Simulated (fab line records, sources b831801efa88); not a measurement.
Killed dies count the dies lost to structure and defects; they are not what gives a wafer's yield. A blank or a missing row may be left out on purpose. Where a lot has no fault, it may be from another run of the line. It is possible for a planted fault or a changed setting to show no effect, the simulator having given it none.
Which tool was responsible? || flow sky130 || Sampling: 14 lots, 42 wafers, 3 of 708 route steps

WHAT THE GAUGES SHOWED, per wafer
SKY_VT_ADJUST_HVTP_TW_MEAS_11. Usual: VT_ADJUST_HVTP_TW gives 1355 (standard deviation 11).
{"lot": "L452", "measured": "day 6 09:43", "on": "filmMetro-04", "VT_ADJUST_HVTP_TW": "1359 1354 1355", "flag": ""}
{"lot": "L453", "measured": "day 6 10:00", "on": "filmMetro-03", "VT_ADJUST_HVTP_TW": "1352 1356 1349", "flag": ""}
{"lot": "L454", "measured": "day 6 17:34", "on": "filmMetro-03", "VT_ADJUST_HVTP_TW": "1349 1353 1345", "flag": ""}
{"lot": "L456", "measured": "day 7 19:38", "on": "filmMetro-04", "VT_ADJUST_HVTP_TW": "1357 1353 1356", "flag": ""}
{"lot": "L457", "measured": "day 7 20:58", "on": "filmMetro-04", "VT_ADJUST_HVTP_TW": "1350 1351 1346", "flag": ""}
{"lot": "L455", "measured": "day 7 21:08", "on": "filmMetro-04", "VT_ADJUST_HVTP_TW": "1353 1357 1352", "flag": ""}
{"lot": "L461", "measured": "day 8 14:28", "on": "filmMetro-04", "VT_ADJUST_HVTP_TW": "1355 1358 1349", "flag": ""}
{"lot": "L465", "measured": "day 9 18:09", "on": "filmMetro-03", "VT_ADJUST_HVTP_TW": "1347 1347 1348", "flag": ""}
{"lot": "L466", "measured": "day 10 00:13", "on": "filmMetro-03", "VT_ADJUST_HVTP_TW": "1334 1340 1335", "flag": ""}
{"lot": "L467", "measured": "day 10 07:01", "on": "filmMetro-01", "VT_ADJUST_HVTP_TW": "1369 1373 1370", "flag": ""}
{"lot": "L469", "measured": "day 10 20:34", "on": "filmMetro-01", "VT_ADJUST_HVTP_TW": "1367 1370 1375", "flag": ""}
{"lot": "L471", "measured": "day 11 09:17", "on": "filmMetro-04", "VT_ADJUST_HVTP_TW": "1359 1354 1353", "flag": ""}
{"lot": "L472", "measured": "day 11 17:57", "on": "filmMetro-03", "VT_ADJUST_HVTP_TW": "1345 1356 1353", "flag": ""}
{"lot": "L473", "measured": "day 11 21:15", "on": "filmMetro-04", "VT_ADJUST_HVTP_TW": "1355 1355 1359", "flag": ""}

SKY_VT_ADJUST_NCORE_OVL_MEAS_08. Usual: VT_ADJUST_NCORE_OVL gives 0.2 nm (standard deviation 1.7).
{"lot": "L452", "measured": "day 8 22:41", "on": "overlay-01", "VT_ADJUST_NCORE_OVL (nm)": "-3.7 0.2 -2.8", "flag": ""}
{"lot": "L453", "measured": "day 8 22:59", "on": "overlay-02", "VT_ADJUST_NCORE_OVL (nm)": "1.0 -1.0 -0.4", "flag": ""}
{"lot": "L454", "measured": "day 9 07:14", "on": "overlay-02", "VT_ADJUST_NCORE_OVL (nm)": "-1.9 -1.2 -0.7", "flag": ""}
{"lot": "L456", "measured": "day 10 12:13", "on": "overlay-02", "VT_ADJUST_NCORE_OVL (nm)": "-0.5 0.3 -0.2", "flag": ""}
{"lot": "L457", "measured": "day 10 13:02", "on": "overlay-02", "VT_ADJUST_NCORE_OVL (nm)": "0.2 0.9 -0.6", "flag": ""}
{"lot": "L455", "measured": "day 10 13:18", "on": "overlay-02", "VT_ADJUST_NCORE_OVL (nm)": "-3.1 -3.2 -1.4", "flag": ""}
{"lot": "L461", "measured": "day 11 08:59", "on": "overlay-01", "VT_ADJUST_NCORE_OVL (nm)": "1.7 0.3 -0.7", "flag": ""}
{"lot": "L465", "measured": "day 12 14:48", "on": "overlay-01", "VT_ADJUST_NCORE_OVL (nm)": "1.9 1.1 1.7", "flag": ""}
{"lot": "L466", "measured": "day 12 23:01", "on": "overlay-01", "VT_ADJUST_NCORE_OVL (nm)": "2.8 0.1 2.7", "flag": ""}
{"lot": "L467", "measured": "day 13 06:17", "on": "overlay-02", "VT_ADJUST_NCORE_OVL (nm)": "-1.6 -0.9 -0.4", "flag": ""}
{"lot": "L469", "measured": "day 13 21:37", "on": "overlay-02", "VT_ADJUST_NCORE_OVL (nm)": "0.9 1.2 0.8", "flag": ""}
{"lot": "L471", "measured": "day 14 12:17", "on": "overlay-01", "VT_ADJUST_NCORE_OVL (nm)": "1.4 0.0 1.0", "flag": ""}
{"lot": "L472", "measured": "day 14 21:53", "on": "overlay-01", "VT_ADJUST_NCORE_OVL (nm)": "-0.2 1.4 -0.7", "flag": ""}
{"lot": "L473", "measured": "day 15 02:49", "on": "overlay-01", "VT_ADJUST_NCORE_OVL (nm)": "0.7 1.1 -0.4", "flag": ""}

SKY_SONOS_TUNNEL_CD_MEAS_07: target cd 410 nm. Usual: 409.8 nm for cdNm, sd 2.
{"lot": "L452", "measured": "day 11 17:57", "on": "cdSem-01", "cdNm (nm)": "411.7 414.6 412.8", "flag": ""}
{"lot": "L453", "measured": "day 11 18:05", "on": "cdSem-02", "cdNm (nm)": "412.1 410.6 411.5", "flag": ""}
{"lot": "L454", "measured": "day 12 04:55", "on": "cdSem-01", "cdNm (nm)": "410.2 409.6 412.2", "flag": ""}
{"lot": "L456", "measured": "day 13 13:12", "on": "cdSem-01", "cdNm (nm)": "406.3 406.9 408.7", "flag": ""}
{"lot": "L457", "measured": "day 13 15:03", "on": "cdSem-02", "cdNm (nm)": "414.0 409.8 411.6", "flag": ""}
{"lot": "L455", "measured": "day 13 15:08", "on": "cdSem-01", "cdNm (nm)": "410.8 407.0 408.8", "flag": ""}
{"lot": "L461", "measured": "day 14 11:52", "on": "cdSem-02", "cdNm (nm)": "411.6 413.5 409.0", "flag": ""}
{"lot": "L465", "measured": "day 15 22:41", "on": "cdSem-01", "cdNm (nm)": "412.3 410.6 411.2", "flag": ""}
{"lot": "L466", "measured": "day 16 08:01", "on": "cdSem-02", "cdNm (nm)": "410.6 408.2 411.2", "flag": ""}
{"lot": "L467", "measured": "day 16 15:17", "on": "cdSem-02", "cdNm (nm)": "406.5 409.7 410.5", "flag": ""}
{"lot": "L469", "measured": "day 17 08:22", "on": "cdSem-02", "cdNm (nm)": "412.8 413.2 410.5", "flag": ""}
{"lot": "L471", "measured": "day 17 23:34", "on": "cdSem-02", "cdNm (nm)": "409.4 411.4 409.2", "flag": ""}
{"lot": "L472", "measured": "day 18 11:34", "on": "cdSem-01", "cdNm (nm)": "404.8 409.5 406.5", "flag": ""}
{"lot": "L473", "measured": "day 18 16:39", "on": "cdSem-01", "cdNm (nm)": "410.1 408.2 410.4", "flag": ""}

TOOL THAT RAN EACH LOT (tool first, then ch and the chambers of the sampled wafers, then the start)
Record: no process step prior to these readings.

WHAT THE TOOLS THEMSELVES READ (means of the sampled wafers that have a number; where no wafer has one, the mark that the record gives instead)
The record holds no such reading with a usual standard deviation.

THE ANSWER, worked out from the rows above alone
Rule: a lot is off if the mean of its wafers that have a number lies more than 3 standard deviations from the usual mean. A lot without any number at a reading at which 4 lots or more have one is off too. The other lots that the step has rows for count as sound. First the gauges in route order, then the tools' own readings, where a lot's mean is used as printed above. The first step at which some lot is off is used, and at that step the reading that is off furthest; a lot without a number counts as furthest.
No lot is off at any reading shown: from this, nothing can be told.

WHAT HAD BEEN PUT IN BY THE SIMULATOR
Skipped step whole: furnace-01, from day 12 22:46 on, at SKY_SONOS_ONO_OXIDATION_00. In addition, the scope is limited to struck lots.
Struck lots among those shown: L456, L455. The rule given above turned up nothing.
